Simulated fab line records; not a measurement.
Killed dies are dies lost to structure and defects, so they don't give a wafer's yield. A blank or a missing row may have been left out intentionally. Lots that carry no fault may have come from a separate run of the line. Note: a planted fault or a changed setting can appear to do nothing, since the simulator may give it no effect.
fab line records -- flow gf180mcu
record: lots: 6, wafers: 18, lastDay: 31
route steps=602 shown STI@1
lots with no fault: from the same line, run without faults
startH: hours from the record's opening day to when the first of the lot's shown wafers began -- waitH: time in hours since the lot's previous step -- " repeats the value in the row above -- L1.1+2: a row that stands for several wafers -- - no value, or no start given -- * or withheld: withheld -- < > ~ a bound
route shown NAME@n: names a module that has steps shown in the file, with the first one's number in the route -- usual: mean and standard deviation over wafers with no fault -- same: alike in all rows -- chamber/n: place in a boat -- sites: each site's reading -- _std_site: the values' standard deviation -- _edge_site: outer sites' mean less inner sites' -- radiusMm: how far each site lies from the wafer's centre -- mask NAME#n: copy n -- behind: tool/chamber where the wafer was last shaped -- hold: what put the lot on hold/how long, in hours/how the hold closed -- device: which transistor (n, p or np) failed to switch -- end of line: the same wafers' tests at the end of the route -- where a step has no rows: the recipe by itself -- killed: not the wafer's yield, but the dies lost to structure and defects at the first sort -- map: per-die view of a wafer (x killed, . not killed, _ where there is no die)
set.NAME: the setting that was run; set.NAME@STEP: the one run at that earlier step -- model.NAME: the simulator's own value behind a step, which no gauge read
lots at some steps of the route; a table a step, a row a wafer
== steps ==
step: GF_STI_BOW_MEAS_00
recipe: mode: bow
usual: INCOMING_BOW: 0/7.4
lot.wafer,tool,chamber,startH,waitH,INCOMING_BOW[um]
L108.1,filmMetro-02,-,10.00,-,-15
L108.4,filmMetro-02,-,10.00,-,-1
L108.6,filmMetro-02,-,10.00,-,-4
L110.2,filmMetro-02,-,20.02,-,1
L110.3,filmMetro-02,-,20.02,-,-9
L110.6,filmMetro-02,-,20.02,-,11
L111.1,filmMetro-01,-,25.00,-,-8
L111.4,filmMetro-01,-,25.00,-,9
L111.6,filmMetro-01,-,25.00,-,-13
L118.3,filmMetro-03,-,60.04,-,-7
L118.5,filmMetro-03,-,60.04,-,-14
L118.6,filmMetro-03,-,60.04,-,0
L126.1,filmMetro-01,-,100.00,-,3
L126.2,filmMetro-01,-,100.00,-,3
L126.5,filmMetro-01,-,100.00,-,-5
L127.2,filmMetro-01,-,105.02,-,5
L127.3,filmMetro-01,-,105.02,-,8
L127.6,filmMetro-01,-,105.02,-,-7
step: GF_STI_OXIDATION_01
recipe: tempC: 900, ambient: O2, stabiliseS: 600, purgeS: 300, targetThkA: 100, oxTimeS: 1480
step: GF_STI_THK_MEAS_02
recipe: reads: SiO2_of_STI_OXIDATION_01
usual: STI_OXIDATION_THK: 10.42/0.17
lot.wafer,tool,chamber,startH,waitH,STI_OXIDATION_THK[nm]
L108.1,filmMetro-03,-,11.51,0.0,10.13
L108.4,filmMetro-03,-,11.51,0.0,10.03
L108.6,filmMetro-03,-,11.51,0.0,10.05
L110.2,filmMetro-01,-,21.52,0.0,10.35
L110.3,filmMetro-01,-,21.52,0.0,10.42
L110.6,filmMetro-01,-,21.52,0.0,10.32
L111.1,filmMetro-03,-,26.51,0.0,10.39
L111.4,filmMetro-03,-,26.51,0.0,10.38
L111.6,filmMetro-03,-,26.51,0.0,10.56
L118.3,filmMetro-03,-,62.72,0.0,10.42
L118.5,filmMetro-03,-,62.72,0.0,10.42
L118.6,filmMetro-03,-,62.72,0.0,10.36
L126.1,filmMetro-03,-,101.51,0.0,10.46
L126.2,filmMetro-03,-,101.51,0.0,10.47
L126.5,filmMetro-03,-,101.51,0.0,10.37
L127.2,filmMetro-01,-,107.46,0.0,10.26
L127.3,filmMetro-01,-,107.46,0.0,10.36
L127.6,filmMetro-01,-,107.46,0.0,10.20
step: GF_STI_CVD_03
recipe: material: Si3N4, precursor: DCS/NH3, targetThkNm: 207.16, tempC: 770, timeS: 3551, pressureMtorr: 250
step: GF_STI_THK_MEAS_04
recipe: reads: Si3N4_of_STI_CVD_03
usual: STI_CVD_03_THK: 206.4/2.1
lot.wafer,tool,chamber,startH,waitH,STI_CVD_03_THK[nm]
L108.1,filmMetro-03,-,14.55,0.0,205.5
L108.4,filmMetro-03,-,14.55,0.0,206.8
L108.6,filmMetro-03,-,14.55,0.0,205.9
L110.2,filmMetro-01,-,23.57,0.0,206.6
L110.3,filmMetro-01,-,23.57,0.0,205.6
L110.6,filmMetro-01,-,23.57,0.0,206.7
L111.1,filmMetro-03,-,28.56,0.0,207.9
L111.4,filmMetro-03,-,28.56,0.0,209.1
L111.6,filmMetro-03,-,28.56,0.0,209.6
L118.3,filmMetro-01,-,64.77,0.0,207.8
L118.5,filmMetro-01,-,64.77,0.0,206.9
L118.6,filmMetro-01,-,64.77,0.0,206.9
L126.1,filmMetro-03,-,103.56,0.0,203.1
L126.2,filmMetro-03,-,103.56,0.0,203.4
L126.5,filmMetro-03,-,103.56,0.0,203.6
L127.2,filmMetro-03,-,111.26,0.0,203.0
L127.3,filmMetro-03,-,111.26,0.0,205.1
L127.6,filmMetro-03,-,111.26,0.0,205.9
step: GF_STI_DEHYDRATE_05
recipe: tempC: 200, timeS: 60
step: GF_STI_HMDS_06
recipe: primeTimeS: 60, primeTempC: 120
step: GF_STI_COAT_07
recipe: resist: KrF, spinRpm: withheld, resistThkNm: 700
step: GF_STI_SOFTBAKE_08
recipe: tempC: 130, timeS: 60, resist: KrF
step: GF_STI_EXPOSE_09
recipe: maskId: COMP, targetCdNm: 220, na: 0.68, sourceShape: conventional, sigmaOuter: 0.6, doseMj: 28
step: GF_STI_PEB_10
recipe: pebTempC: 135, pebTimeS: 90, resist: KrF
step: GF_STI_DEVELOP_11
recipe: developTimeS: 60, devTempC: 21
usual: chillPlateTempC: 23.02/0.12, developTimeS: 60/0
lot.wafer,tool,chamber,startH,waitH,chillPlateTempC,developTimeS,model.KrF_of_STI_COAT_07.thkNm
L108.1,lithoTrack-02,0,25.95,0.2,23.27,60,687.7
L108.4,lithoTrack-02,0,25.95,0.2,23.07,60,687.4
L108.6,lithoTrack-02,0,25.95,0.2,23.09,60,685.6
L110.2,lithoTrack-02,0,34.92,0.2,23.02,60,683.8
L110.3,lithoTrack-02,0,34.92,0.2,23.08,60,683.4
L110.6,lithoTrack-02,0,34.92,0.2,23.06,60,687.4
L111.1,lithoTrack-01,0,40.39,0.2,23.01,60,683.8
L111.4,lithoTrack-01,0,40.39,0.2,22.90,60,680.4
L111.6,lithoTrack-01,0,40.39,0.2,22.98,60,684
L118.3,lithoTrack-01,0,77.74,0.1,22.72,60,686.5
L118.5,lithoTrack-01,0,77.74,0.1,22.74,60,687.5
L118.6,lithoTrack-01,0,77.74,0.1,22.76,60,685
L126.1,lithoTrack-03,-,117.69,0.2,-,-,698
L126.2,lithoTrack-03,-,117.69,0.2,-,-,698.8
L126.5,lithoTrack-03,-,117.69,0.2,-,-,696.4
L127.2,lithoTrack-02,-,125.27,0.2,-,-,700.2
L127.3,lithoTrack-02,-,125.27,0.2,-,-,700.8
L127.6,lithoTrack-02,-,125.27,0.2,-,-,699.7
step: GF_STI_CD_MEAS_12
recipe: targetCdNm: 220
usual: cdNm: 219.7/1.5
lot.wafer,tool,chamber,startH,waitH,cdNm
L108.1,cdSem-02,-,26.10,0.1,218.7
L108.4,cdSem-02,-,26.10,0.1,218.8
L108.6,cdSem-02,-,26.10,0.1,218.9
L110.2,cdSem-01,-,35.07,0.1,221.1
L110.3,cdSem-01,-,35.07,0.1,220.1
L110.6,cdSem-01,-,35.07,0.1,220.1
L111.1,cdSem-02,-,40.54,0.1,217.0
L111.4,cdSem-02,-,40.54,0.1,217.5
L111.6,cdSem-02,-,40.54,0.1,218.4
L118.3,cdSem-02,-,77.88,0.1,222.1
L118.5,cdSem-02,-,77.88,0.1,221.9
L118.6,cdSem-02,-,77.88,0.1,220.5
L126.1,cdSem-01,-,117.84,0.1,-
L126.2,cdSem-01,-,117.84,0.1,-
L126.5,cdSem-01,-,117.84,0.1,-
L127.2,cdSem-01,-,125.41,0.1,-
L127.3,cdSem-01,-,125.41,0.1,-
L127.6,cdSem-01,-,125.41,0.1,-
== key ==
firstSign: step: GF_STI_DEVELOP_11, reading: toolRecord, direction: missing
effect none on later readings
modelEffect: step: GF_STI_DEVELOP_11, value: KrF_of_STI_COAT_07.thkNm, without: 684.1, struck: 699
metAt GF_STI_DEVELOP_11
struckWafers L126.1,L126.2,L126.5,L127.2,L127.3,L127.6
laterRowsLeftOut L126.1,L126.2,L126.5,L127.2,L127.3,L127.6
sortLeftOut L126.1,L126.2,L126.5,L127.2,L127.3,L127.6
testerLeftOut L126,L127
onsetBetween 34.92 117.69
fault: kind: skippedStepWhole, tool: lithoTrack-02,lithoTrack-03, chamber: -, onsetH: 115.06, steps: GF_STI_DEVELOP_11, scope: struckLotsOnly
testerLeftOut: of these lots the tester's yield and bins aren't shown, on N5 and GAA mostly nor the transistor test; their killed dies are dies lost to structure and defects alone, not to doping, threshold or leakage, so they don't give the yield
sortLeftOut: the simulated sort isn't trusted on such a fault, so these wafers' sort isn't shown, and their yield isn't known
laterRowsLeftOut: the simulator's readings of these wafers behind a module that went badly wrong aren't trusted and aren't shown, but for the sort
